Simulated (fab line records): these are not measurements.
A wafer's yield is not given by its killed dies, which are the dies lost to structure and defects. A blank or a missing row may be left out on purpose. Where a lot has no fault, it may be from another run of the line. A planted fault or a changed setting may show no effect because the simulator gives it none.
Problem report in the 8D (eight disciplines) form, filled by code :: flow gf180mcu :: the parts of the form that need people (team, actions taken, sign-off) are left out

== 1. WHAT WENT WRONG ==
Wafers without a fault read 2000.1 rpm, standard deviation 1.4; spin speed rpm at GF_LVPWELL_COAT_02 reads a mean of 1933.5 rpm on 9 wafers belonging to 3 lots. Measured from the usual mean, that is -48 standard deviations.
The step: resist thk 3000 nm.
Earliest sighting: wafer L133.1 on litho track-03 at day 5 14:52. Wafers with a number at this step in the record: 39, from 13 lots. By rule, "out" or "out of limits" means more than 4 standard deviations away from the usual mean. All remaining wafers that have a number are taken as sound.

== 2. WHAT IT IS AND WHAT IT IS NOT ==
question: which readings at this step
is: spin speed rpm
is not: -

question: which lots
is: L133, L135, L137
is not: L124, L126, L127, L128, L129, L140, L141, L143, L144, L146

question: which wafers of those lots
is: all that have a number
is not: -

question: read on which tools
is: litho track-03
is not: litho track-01, litho track-04

question: when
is: from day 5 14:52
is not: up to then (15 sound wafers); but 15 sound wafers of L140, L141, L143, L144, L146 came after

== 3. SUSPECTS, AND WHAT RULES EACH OUT ==
Counting: a tool at any process step up to the reading remains a suspect when it ran all the lots that are out and ran no sound lot after the first of those.
- litho track-03 at GF_LVPWELL_COAT_02 (resist thk 3000 nm): kept. Every lot that is out went through it, starting with L133 (day 5 14:52), and after that it ran no sound lot; the last sound lot it ran before then is L129 (day 4 18:49). Its own readings are out on those wafers: spin speed rpm.
Remaining after the count: litho track-03 at GF_LVPWELL_COAT_02.

== 4. THE CAUSE (what the simulator had put in) ==
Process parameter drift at GF_LVPWELL_COAT_02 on litho track-03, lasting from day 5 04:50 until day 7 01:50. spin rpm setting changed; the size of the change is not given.
Only this tool survived the counting.

== 5. SEQUENCE OF EFFECTS, ordered by route ==
Each row: a reading where the mean over the struck wafers with a number is more than 3 standard deviations away from the usual. Only readings whose record carries a usual standard deviation are examined. hours: median over the lots of the time between each lot's start at the first step of this table that gives one and its start at this step. sigmas: the change, counted in usual standard deviations.
hours: 0
step: GF_LVPWELL_COAT_02
reading: spin speed rpm
usual: 2000.1 rpm
on struck wafers: 1933.5
change: -66.6
sigmas: -48

hours: 8
step: GF_LVPWELL_STRIP_10
reading: strip time to endpoint s
usual: 36.98 s
on struck wafers: 37.52
change: +0.54
sigmas: +5.7
The process steps in it:
- GF_LVPWELL_COAT_02: resist thk 3000 nm.
- GF_LVPWELL_STRIP_10: strips in O2/N2.
At these later measuring or inspecting steps, every struck wafer for which the step has a row has a number for every such reading, and none has moved that far: GF_CONTACT_CD_MEAS_14.

== 6. WHAT WOULD HAVE CAUGHT IT SOONER ==
First out-of-limits reading in this record: day 5 14:52, which is 10 hours after fault onset at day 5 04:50.
